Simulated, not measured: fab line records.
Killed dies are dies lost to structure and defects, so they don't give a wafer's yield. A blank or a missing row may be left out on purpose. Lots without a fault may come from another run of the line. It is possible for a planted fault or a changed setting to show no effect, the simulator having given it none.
Which tool did it? | flow gf180mcu | 14 lots with 42 wafers sampled at 4 steps, on a route of 602 steps

== WHAT THE GAUGES READ, wafer by wafer ==
GF_STI_BOW_MEAS_00.
lot  | measured    | on            | INCOMING_BOW (um)
L278 | day 1 10:00 | film metro-02 | -5 2 -11
L279 | day 1 15:00 | film metro-04 | 8 -11 10
L286 | day 3 02:01 | film metro-03 | 11 -4 4
L287 | day 3 07:01 | film metro-03 | 6 -2 3
L288 | day 3 12:01 | film metro-02 | -1 -1 7
L289 | day 3 17:01 | film metro-02 | -5 -2 -9
L291 | day 4 03:02 | film metro-02 | -10 9 -2
L292 | day 4 08:00 | film metro-02 | -1 1 -3
L293 | day 4 13:00 | film metro-03 | 6 -3 3
L296 | day 5 04:00 | film metro-03 | 1 -6 -4
L297 | day 5 09:00 | film metro-03 | -11 3 -9
L299 | day 5 19:01 | film metro-02 | 12 -4 -4
L300 | day 6 00:00 | film metro-02 | -5 -1 6
L301 | day 6 05:00 | film metro-04 | -1 1 5

GF_POLY_GATE_OVL_MEAS_11.
lot  | measured     | on         | POLY_GATE_OVL (nm)
L278 | day 9 06:34  | overlay-02 | 13 -2 2
L279 | day 9 13:27  | overlay-02 | -4 7 5
L286 | day 11 09:25 | overlay-01 | 7 -2 5
L287 | day 11 19:46 | overlay-01 | 1 4 1
L288 | day 12 05:10 | overlay-01 | 5 -5 -4
L289 | day 12 10:52 | overlay-01 | -6 1 -2
L291 | day 13 01:22 | overlay-01 | 6 9 4
L292 | day 13 07:03 | overlay-01 | 4 11 2
L293 | day 13 16:22 | overlay-01 | 5 3 5
L296 | day 14 10:36 | overlay-01 | 11 11 6
L297 | day 14 19:45 | overlay-02 | 6 -4 3
L299 | day 15 16:24 | overlay-02 | 0 -1 -3
L300 | day 15 20:09 | overlay-01 | 3 9 1
L301 | day 16 00:09 | overlay-02 | 4 9 -3

GF_HV_LDD_RS_MEAS_53: the measuring method here is four-point-probe.
lot  | measured     | on            | HV_LDD_RS (ohm/sq)
L278 | day 12 12:07 | film metro-03 | 418.7 419.9 420.2
L279 | day 12 17:22 | film metro-03 | 419.0 418.5 418.6
L286 | day 14 20:02 | film metro-04 | 418.3 418.3 418.4
L287 | day 15 09:03 | film metro-04 | 414.1 412.3 411.5
L288 | day 15 17:38 | film metro-01 | 414.3 416.0 415.4
L289 | day 16 00:38 | film metro-03 | 413.5 414.7 413.7
L291 | day 16 18:10 | film metro-03 | 418.0 417.9 418.5
L292 | day 17 00:40 | film metro-01 | 417.5 417.3 418.5
L293 | day 17 09:49 | film metro-03 | 418.8 418.9 417.6
L296 | day 18 10:47 | film metro-01 | 418.9 419.4 418.2
L297 | day 18 16:22 | film metro-01 | 416.8 417.4 417.6
L299 | day 19 17:37 | film metro-01 | 417.8 418.2 417.7
L300 | day 20 03:48 | film metro-01 | 418.3 420.0 420.1
L301 | day 20 03:52 | film metro-04 | 418.0 418.9 417.4

== WHICH TOOL RAN EACH LOT (tool, then ch and the chambers of the sampled wafers, then the start) ==
lot  | GF_HV_LDD_IMPLANT_36
L278 | implanter-04 ch 0, day 11 15:47
L279 | implanter-03 ch 0, day 11 21:35
L286 | implanter-03 ch 0, day 13 22:46
L287 | implanter-03 ch 0, day 14 12:01
L288 | implanter-03 ch 0, day 14 19:34
L289 | implanter-03 ch 0, day 15 02:37
L291 | implanter-04 ch 0, day 15 19:50
L292 | implanter-04 ch 0, day 16 01:53
L293 | implanter-01 ch 0, day 16 10:17
L296 | implanter-04 ch 0, day 17 11:35
L297 | implanter-03 ch 0, day 17 15:59
L299 | implanter-04 ch 0, day 18 17:19
L300 | implanter-03 ch 0, day 19 02:50
L301 | implanter-04 ch 0, day 19 02:53
- GF_HV_LDD_IMPLANT_36

== AS READ BY THE TOOLS THEMSELVES (means over the sampled wafers that have a number; for cases with no such wafer, the mark the record gives instead) ==
GF_HV_LDD_IMPLANT_36.
lot  | tool         | dose ions cm2 | faraday current uA
L278 | implanter-04 | 7.502e+12     | 42.4
L279 | implanter-03 | 7.505e+12     | 42.4
L286 | implanter-03 | 7.498e+12     | 42.1
L287 | implanter-03 | 9.352e+12     | 53.3
L288 | implanter-03 | 9.345e+12     | 51.0
L289 | implanter-03 | 9.351e+12     | 52.8
L291 | implanter-04 | 7.503e+12     | 42.4
L292 | implanter-04 | 7.503e+12     | 42.9
L293 | implanter-01 | 7.505e+12     | 42.1
L296 | implanter-04 | 7.500e+12     | 42.5
L297 | implanter-03 | 7.505e+12     | 41.6
L299 | implanter-04 | 7.505e+12     | 42.1
L300 | implanter-03 | 7.505e+12     | 42.1
L301 | implanter-04 | 7.490e+12     | 41.9

== THE ANSWER, worked out from the rows above alone ==
Rule: what is usual is taken from the lots themselves. The widest of any qualifying gaps counts: lots, ordered by their means at a reading, are off when they make up no more than a third of the lots, leave a main group of 4 or more, and stand apart from it by 3 or more times the standard deviation of that group's means. The tables above print the reading to a certain number of digits; a main group whose means all agree to those digits is not used. Also off: a lot with no number at a reading for which 4 or more lots have one. Any other lot the step has rows for is counted as sound. Order of review: gauges by route order, followed by the tools' own readings, for which a lot's mean as printed above is used. At the first step where some lot is off, the reading lying furthest off is the one used; lots without a number count as furthest.
Off: at GF_HV_LDD_RS_MEAS_53 (HV_LDD_RS), L287, L288, L289. Mean 418.4 ohm/sq and standard deviation 0.67 in the main group.
If a tool, at a process step before that reading, ran all the lots that are off and no sound lot after the first of them, it fits. Not tried: the gauges at GF_HV_LDD_RS_MEAS_53; whatever is off there is also off at GF_HV_LDD_IMPLANT_36, on other tools, and gauge error can't account for it. None of those tried fits.

== WHAT THE SIMULATOR HAD INSERTED ==
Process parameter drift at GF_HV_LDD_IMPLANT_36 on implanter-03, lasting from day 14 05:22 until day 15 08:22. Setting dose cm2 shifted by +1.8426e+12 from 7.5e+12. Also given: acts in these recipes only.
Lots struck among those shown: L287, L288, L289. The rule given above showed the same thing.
